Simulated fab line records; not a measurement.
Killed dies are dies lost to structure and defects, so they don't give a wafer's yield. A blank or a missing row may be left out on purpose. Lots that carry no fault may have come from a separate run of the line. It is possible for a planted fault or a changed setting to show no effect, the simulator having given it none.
One fault through the eyes of 2 desks	flow sfqLine	only its own numbers are on each desk; what lay behind them is given at the end

THE METROLOGY DESK
What the gauges read for every lot (on any tool): the sampled wafers with a number, averaged. Any lot whose mean is over 4 standard deviations away from the usual mean is out of limits and marked OUT; that distance is given in the brackets.
Columns: A = M0_NB_RS at SFQ_M0_RS_MEAS_904, usual 0.888 ohm/sq; B = M0_OVL at SFQ_M0_OVL_MEAS_906, usual 2 nm; C = M1_OVL at SFQ_M1_OVL_MEAS_911, usual 1 nm
lot	first seen here	A	B	C
L392	day 5 00:08	0.876	1	4
L394	day 5 06:09	0.899	4	-2
L395	day 5 14:34	0.889	5	1
L396	day 5 19:20	0.896	-2	-2
L397	day 6 03:47	0.896	3	1
L398	day 6 09:47	0.890	-3	4
L399	day 6 14:33	0.887	-8	-2
L400	day 6 19:21	0.885	-7	2
L401	day 7 06:56	0.903	-4	-7
L402	day 7 09:17	0.901	-1	2
L403	day 9 09:16	0.876	3	-3
L405	day 9 20:40	0.877	3	7
L412	day 11 07:35	0.966 (+8.2) OUT	-0	-0
L414	day 11 23:12	0.984 (+10) OUT	2	-5
L415	day 12 05:48	0.961 (+7.7) OUT	5	-1
Per this desk, out of limits: L412, L414, L415; the first was L412, day 11 07:35 (M0_NB_RS at SFQ_M0_RS_MEAS_904). L392, L394, L395, L396, L397, L398, L399, L400, L401, L402, L403, L405: within limits.

FOR THE TOOL OWNER'S DESK: pvdSputter-03
The tool's own readings at SFQ_TRILAYER_M0_DEP_SPUTTER_019 (material Nb, target thk 200 nm, time 133.3 s): means of the sampled wafers that have a number, for each lot that ran on this tool. Any lot whose mean is over 4 standard deviations away from the usual mean is out of limits and marked OUT; that distance is given in the brackets.
Columns: A = basePressurePa at SFQ_TRILAYER_M0_DEP_SPUTTER_019, usual 1.33e-06 Pa; B = chamberPressurePa at SFQ_TRILAYER_M0_DEP_SPUTTER_019, usual 0.13326 Pa; C = throttleValvePct at SFQ_TRILAYER_M0_DEP_SPUTTER_019, usual 30.4 %
lot	first seen here	A	B	C
L394	day 5 06:02	1.35e-06	0.13296	31.1
L397	day 6 03:38	1.39e-06	0.13331	31.6
L398	day 6 09:40	1.30e-06	0.13324	31.5
L401	day 7 06:47	1.34e-06	0.13316	31.1
L403	day 9 09:10	1.21e-06	0.13312	30.0
L405	day 9 20:32	1.30e-06	0.13330	30.0
L412	day 11 07:29	1.29e-06	0.13348	30.2
L414	day 11 23:05	1.28e-06	0.13323	31.1
L415	day 12 05:41	1.30e-06	0.13321	30.6
Result from this desk: across the 9 lots, nothing is out of limits.

TAKEN TOGETHER
An alarm was possible from the metrology desk at day 11 07:35, on L412, L414, L415.
Nothing out of limits was seen by the tool owner's desk.
Tool owner's desk: L412, L414, L415 on record, inside its limits.
On pvdSputter-03, each named lot ran SFQ_TRILAYER_M0_DEP_SPUTTER_019.

WHAT THE SIMULATOR HAD PUT IN
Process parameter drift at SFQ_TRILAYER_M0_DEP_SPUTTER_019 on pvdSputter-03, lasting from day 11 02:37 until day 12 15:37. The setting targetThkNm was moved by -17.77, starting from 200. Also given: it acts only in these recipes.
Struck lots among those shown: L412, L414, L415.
Time in hours between the start of the fault and the first out-of-limits reading at each desk: metrology desk, 5.
